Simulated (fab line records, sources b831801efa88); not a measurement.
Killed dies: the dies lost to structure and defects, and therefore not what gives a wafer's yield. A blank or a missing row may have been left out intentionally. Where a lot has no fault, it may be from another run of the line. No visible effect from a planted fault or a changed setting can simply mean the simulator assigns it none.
The tool behind it: which one? :: flow gf180mcu :: 39 wafers from 13 lots sampled at 4 of the route's 602 steps

WHAT THE GAUGES READ, wafer by wafer
GF_PSD_OVL_MEAS_08.
lot: L412
measured: day 14 10:05
on: overlay-01
PSD_OVL (nm): -0.1 -2.6 -1.1

lot: L414
measured: day 15 03:40
on: overlay-01
PSD_OVL (nm): 1.0 2.0 2.5

lot: L415
measured: day 15 07:53
on: overlay-01
PSD_OVL (nm): -1.9 -0.7 -0.4

lot: L421
measured: day 17 10:53
on: overlay-02
PSD_OVL (nm): 0.2 -1.1 -1.1

lot: L422
measured: day 17 23:43
on: overlay-02
PSD_OVL (nm): 1.2 -0.2 0.9

lot: L423
measured: day 18 03:47
on: overlay-01
PSD_OVL (nm): 1.3 0.4 1.7

lot: L426
measured: day 19 04:59
on: overlay-02
PSD_OVL (nm): -1.4 -0.5 2.4

lot: L429
measured: day 20 06:00
on: overlay-01
PSD_OVL (nm): 3.0 1.2 0.7

lot: L430
measured: day 20 15:56
on: overlay-01
PSD_OVL (nm): -0.8 -0.3 -1.2

lot: L431
measured: day 20 23:40
on: overlay-01
PSD_OVL (nm): -4.1 1.0 0.0

lot: L432
measured: day 21 07:53
on: overlay-02
PSD_OVL (nm): -2.4 -0.5 -2.4

lot: L433
measured: day 21 14:43
on: overlay-02
PSD_OVL (nm): -0.5 -0.4 -3.0

lot: L434
measured: day 22 01:17
on: overlay-01
PSD_OVL (nm): 0.7 -0.7 1.0

GF_SAB_THK_MEAS_01.
lot: L412
measured: day 14 10:50
on: film_metro-01
SAB_CVD_00_THK (nm): 49.9 50.3 50.6

lot: L414
measured: day 15 04:25
on: film_metro-01
SAB_CVD_00_THK (nm): 50.7 50.0 50.9

lot: L415
measured: day 15 08:38
on: film_metro-03
SAB_CVD_00_THK (nm): 48.6 48.6 48.8

lot: L421
measured: day 17 11:42
on: film_metro-03
SAB_CVD_00_THK (nm): 49.6 65.4 50.5

lot: L422
measured: day 18 00:28
on: film_metro-01
SAB_CVD_00_THK (nm): 49.7 49.8 50.7

lot: L423
measured: day 18 04:31
on: film_metro-01
SAB_CVD_00_THK (nm): 49.7 64.9 51.1

lot: L426
measured: day 19 05:43
on: film_metro-02
SAB_CVD_00_THK (nm): 49.5 49.6 50.5

lot: L429
measured: day 20 06:45
on: film_metro-02
SAB_CVD_00_THK (nm): 49.9 49.8 49.8

lot: L430
measured: day 20 16:41
on: film_metro-02
SAB_CVD_00_THK (nm): 49.4 48.9 49.2

lot: L431
measured: day 21 00:25
on: film_metro-01
SAB_CVD_00_THK (nm): 49.6 50.5 50.9

lot: L432
measured: day 21 08:38
on: film_metro-01
SAB_CVD_00_THK (nm): 49.2 49.0 50.2

lot: L433
measured: day 21 15:28
on: film_metro-03
SAB_CVD_00_THK (nm): 48.5 49.5 49.6

lot: L434
measured: day 22 02:02
on: film_metro-03
SAB_CVD_00_THK (nm): 50.0 50.3 50.6

EACH LOT AND THE TOOL THAT RAN IT (in order: tool; ch and the chambers of the sampled wafers; start)
lot: L412
GF_HV_LDD_ETCHBACK_58: rie_diel-03 ch 1,3, day 12 16:41
GF_SAB_CVD_00: pecvd-04 ch 0,2, day 14 10:49

lot: L414
GF_HV_LDD_ETCHBACK_58: rie_diel-04 ch 0,1, day 13 09:07
GF_SAB_CVD_00: pecvd-04 ch 0,1,2, day 15 04:22

lot: L415
GF_HV_LDD_ETCHBACK_58: rie_diel-02 ch 0,3, day 13 13:47
GF_SAB_CVD_00: pecvd-01 ch 0,1, day 15 08:35

lot: L421
GF_HV_LDD_ETCHBACK_58: rie_diel-02 ch 1,2,3, day 15 14:43
GF_SAB_CVD_00: pecvd-04 ch 0,1,2, day 17 11:41

lot: L422
GF_HV_LDD_ETCHBACK_58: rie_diel-04 ch 0,2,3, day 16 02:34
GF_SAB_CVD_00: pecvd-02 ch 0,2, day 18 00:26

lot: L423
GF_HV_LDD_ETCHBACK_58: rie_diel-03 ch 1,2,3, day 16 06:51
GF_SAB_CVD_00: pecvd-04 ch 0,2, day 18 04:29

lot: L426
GF_HV_LDD_ETCHBACK_58: rie_diel-03 ch 0,3, day 17 06:20
GF_SAB_CVD_00: pecvd-02 ch 0,1, day 19 05:41

lot: L429
GF_HV_LDD_ETCHBACK_58: rie_diel-04 ch 1,2,3, day 18 04:32
GF_SAB_CVD_00: pecvd-02 ch 0,2, day 20 06:43

lot: L430
GF_HV_LDD_ETCHBACK_58: rie_diel-03 ch 2,3, day 18 14:58
GF_SAB_CVD_00: pecvd-01 ch 0,1,2, day 20 16:40

lot: L431
GF_HV_LDD_ETCHBACK_58: rie_diel-03 ch 0,3, day 18 22:34
GF_SAB_CVD_00: pecvd-01 ch 0,1, day 21 00:23

lot: L432
GF_HV_LDD_ETCHBACK_58: rie_diel-04 ch 0,1,3, day 19 06:43
GF_SAB_CVD_00: pecvd-01 ch 0,1,2, day 21 08:37

lot: L433
GF_HV_LDD_ETCHBACK_58: rie_diel-04 ch 1,2, day 19 14:08
GF_SAB_CVD_00: pecvd-01 ch 0,1, day 21 15:26

lot: L434
GF_HV_LDD_ETCHBACK_58: rie_diel-02 ch 0,3, day 20 00:56
GF_SAB_CVD_00: pecvd-04 ch 0,1,2, day 22 02:01
- GF_HV_LDD_ETCHBACK_58: etches Si3N4 in CH3F/O2, stops on SiO2, time 100 s, target depth 90 nm.
- GF_SAB_CVD_00: deposits SiO2 from TEOS, target thk 50 nm, time 4.9302 s.

AS READ BY THE TOOLS THEMSELVES (means over the sampled wafers that have a number; for cases with no such wafer, the mark the record gives instead)
GF_HV_LDD_ETCHBACK_58.
lot: L412
tool: rie_diel-03
drypump_motor_current_A (A): 6.5
oes_product_au (a.u.): 0.844
throttle_valve_pct (%): 10.565

lot: L414
tool: rie_diel-04
drypump_motor_current_A (A): 5.7
oes_product_au (a.u.): 0.842
throttle_valve_pct (%): 10.562

lot: L415
tool: rie_diel-02
drypump_motor_current_A (A): 5.5
oes_product_au (a.u.): 0.844
throttle_valve_pct (%): 10.561

lot: L421
tool: rie_diel-02
drypump_motor_current_A (A): 5.8
oes_product_au (a.u.): 0.839
throttle_valve_pct (%): 10.556

lot: L422
tool: rie_diel-04
drypump_motor_current_A (A): 5.7
oes_product_au (a.u.): 0.839
throttle_valve_pct (%): 10.558

lot: L423
tool: rie_diel-03
drypump_motor_current_A (A): 6.1
oes_product_au (a.u.): 0.834
throttle_valve_pct (%): 10.562

lot: L426
tool: rie_diel-03
drypump_motor_current_A (A): 6.4
oes_product_au (a.u.): 0.847
throttle_valve_pct (%): 10.562

lot: L429
tool: rie_diel-04
drypump_motor_current_A (A): 5.8
oes_product_au (a.u.): 0.846
throttle_valve_pct (%): 10.569

lot: L430
tool: rie_diel-03
drypump_motor_current_A (A): 6.2
oes_product_au (a.u.): 0.842
throttle_valve_pct (%): 10.558

lot: L431
tool: rie_diel-03
drypump_motor_current_A (A): 6.1
oes_product_au (a.u.): 0.839
throttle_valve_pct (%): 10.560

lot: L432
tool: rie_diel-04
drypump_motor_current_A (A): 5.6
oes_product_au (a.u.): 0.847
throttle_valve_pct (%): 10.560

lot: L433
tool: rie_diel-04
drypump_motor_current_A (A): 5.9
oes_product_au (a.u.): 0.845
throttle_valve_pct (%): 10.548

lot: L434
tool: rie_diel-02
drypump_motor_current_A (A): 5.8
oes_product_au (a.u.): 0.834
throttle_valve_pct (%): 10.563

GF_SAB_CVD_00.
lot: L412
tool: pecvd-04
heater_power_w (W): 588

lot: L414
tool: pecvd-04
heater_power_w (W): 590

lot: L415
tool: pecvd-01
heater_power_w (W): 736

lot: L421
tool: pecvd-04
heater_power_w (W): 580

lot: L422
tool: pecvd-02
heater_power_w (W): 742

lot: L423
tool: pecvd-04
heater_power_w (W): 508

lot: L426
tool: pecvd-02
heater_power_w (W): 622

lot: L429
tool: pecvd-02
heater_power_w (W): 723

lot: L430
tool: pecvd-01
heater_power_w (W): 660

lot: L431
tool: pecvd-01
heater_power_w (W): 599

lot: L432
tool: pecvd-01
heater_power_w (W): 632

lot: L433
tool: pecvd-01
heater_power_w (W): 736

lot: L434
tool: pecvd-04
heater_power_w (W): 559

THE ANSWER, worked out from the rows above alone
Rule: usual is defined by the lots themselves. The widest of any qualifying gaps counts: lots, ordered by their means at a reading, are off when they make up no more than a third of the lots, leave a main group of 4 or more, and stand apart from it by 3 or more times the standard deviation of that group's means. The tables above print the reading to a certain number of digits; a main group whose means all agree to those digits is not used. A lot without any number at a reading at which 4 lots or more have one is off too. The other lots that the step has rows for count as sound. Order of review: gauges by route order, followed by the tools' own readings, for which a lot's mean as printed above is used. At the first step where some lot is off, the reading lying furthest off is the one used; lots without a number count as furthest.
Off: at GF_SAB_THK_MEAS_01 (SAB_CVD_00_THK), L421, L423. Main group: mean 49.8 nm, sd 0.57.
If a tool, at a process step before that reading, ran all the lots that are off and no sound lot after the first of them, it fits. Those tools and the gauges at GF_SAB_THK_MEAS_01 are tried in the same way. Not one of the candidates tried fits.

WHAT THE SIMULATOR HAD INSERTED
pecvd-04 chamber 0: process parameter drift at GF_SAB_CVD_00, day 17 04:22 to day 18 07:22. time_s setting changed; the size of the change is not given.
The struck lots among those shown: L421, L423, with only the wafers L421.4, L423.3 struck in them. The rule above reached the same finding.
